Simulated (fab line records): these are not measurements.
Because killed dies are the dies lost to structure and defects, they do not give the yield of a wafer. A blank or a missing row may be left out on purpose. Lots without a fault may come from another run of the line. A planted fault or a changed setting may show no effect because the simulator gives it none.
The tool behind it: which one? | flow sky130 | Sampling: 6 lots, 18 wafers, 3 of 708 route steps

WHAT EACH GAUGE READ, for each wafer
SKY_CONTACT_THK_MEAS_26: measures by xrf.
lot  | measured     | on           | CONTACT_W_THK (nm)
L349 | day 32 01:25 | filmMetro-02 | 343 342 343
L352 | day 33 04:08 | filmMetro-03 | 349 349 347
L355 | day 34 08:09 | filmMetro-02 | 334 337 338
L360 | day 36 00:08 | filmMetro-03 | 349 352 354
L363 | day 36 18:28 | filmMetro-01 | 350 355 349
L368 | day 38 11:36 | filmMetro-01 | 349 347 347

WHAT TOOL EACH LOT RAN ON (gives the tool, then ch and the chambers of the sampled wafers, and finally the start)
lot  | SKY_SD_N_IMPLANT_10             | SKY_LOCAL_INTERCONNECT_STRIP_15
L349 | implanter-03 ch 0, day 28 07:46 | plasmaAsher-01 ch 1, day 30 19:02
L352 | implanter-01 ch 0, day 29 11:31 | plasmaAsher-02 ch 0,1, day 31 21:41
L355 | implanter-01 ch 0, day 30 18:13 | plasmaAsher-01 ch 0,1, day 33 03:30
L360 | implanter-01 ch 0, day 32 09:48 | plasmaAsher-03 ch 0,1, day 34 18:59
L363 | implanter-03 ch 0, day 33 05:25 | plasmaAsher-01 ch 0,1, day 35 13:35
L368 | implanter-01 ch 0, day 35 00:10 | plasmaAsher-03 ch 0,1, day 37 07:50
- SKY_SD_N_IMPLANT_10
- SKY_LOCAL_INTERCONNECT_STRIP_15: strips in O2/N2.

THE ANSWER, worked out from the rows above alone
Rule: the usual values come from the lots themselves. Put in order of their means at a reading, lots are off if they are a third of the lots or fewer, leave a main group of 4 or more, and stand apart from it by a gap of 3 or more times the standard deviation of the main group's means; of several such gaps the widest counts. Not used: any main group whose means are identical at the precision the tables above print for the reading. A lot without any number at a reading at which 4 lots or more have one is off too. All remaining lots with rows at the step are treated as sound.
No lot is off at any reading shown: from this, nothing can be told.

WHAT HAD BEEN PUT IN BY THE SIMULATOR
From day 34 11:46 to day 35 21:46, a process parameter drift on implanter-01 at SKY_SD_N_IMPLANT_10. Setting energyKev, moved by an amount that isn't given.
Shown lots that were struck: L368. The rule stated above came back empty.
